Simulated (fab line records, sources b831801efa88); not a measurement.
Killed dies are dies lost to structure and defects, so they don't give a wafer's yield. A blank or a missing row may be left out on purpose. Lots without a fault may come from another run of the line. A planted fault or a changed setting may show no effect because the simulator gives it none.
Which tool did it? | flow gf180mcu | 7 lots, 21 wafers sampled, at 2 steps of a route of 602

WHAT THE GAUGES READ, wafer by wafer
GF_V3_OVL_MEAS_15.
lot  | measured     | on         | V3_OVL (nm)
L484 | day 22 18:42 | overlay-01 | 2 -1 -5
L486 | day 23 17:44 | overlay-02 | -6 -14 1
L489 | day 24 16:14 | overlay-02 | -2 -2 -3
L495 | day 26 14:40 | overlay-01 | -1 -10 -4
L501 | day 28 17:32 | overlay-02 | 3 -1 6
L503 | day 29 00:29 | overlay-02 | 0 -6 -2
L506 | day 29 18:45 | overlay-01 | -6 -13 -12

WHICH TOOL RAN EACH LOT (tool, then ch and the chambers of the sampled wafers, then the start)
lot  | GF_HV_LDD_STRIP_10
L484 | plasma_asher-02 ch 0,1, day 10 10:50
L486 | plasma_asher-01 ch 1, day 11 05:41
L489 | plasma_asher-02 ch 0,1, day 11 23:32
L495 | plasma_asher-01 ch 0,1, day 13 19:04
L501 | plasma_asher-02 ch 0,1, day 15 22:05
L503 | plasma_asher-02 ch 0,1, day 16 04:49
L506 | plasma_asher-02 ch 0,1, day 17 02:37
- GF_HV_LDD_STRIP_10: strips in O2/N2.

THE ANSWER, worked out from the rows above alone
Rule: what is usual is taken from the lots themselves. Put in order of their means at a reading, lots are off if they are a third of the lots or fewer, leave a main group of 4 or more, and stand apart from it by a gap of 3 or more times the standard deviation of the main group's means; of several such gaps the widest counts. A main group whose means are all the same, to the digits that the tables above print for the reading, isn't used. A lot without any number at a reading at which 4 lots or more have one is off too. The other lots that the step has rows for count as sound.
No lot is off at any reading shown: from this, nothing can be told.

WHAT THE SIMULATOR HAD PUT IN
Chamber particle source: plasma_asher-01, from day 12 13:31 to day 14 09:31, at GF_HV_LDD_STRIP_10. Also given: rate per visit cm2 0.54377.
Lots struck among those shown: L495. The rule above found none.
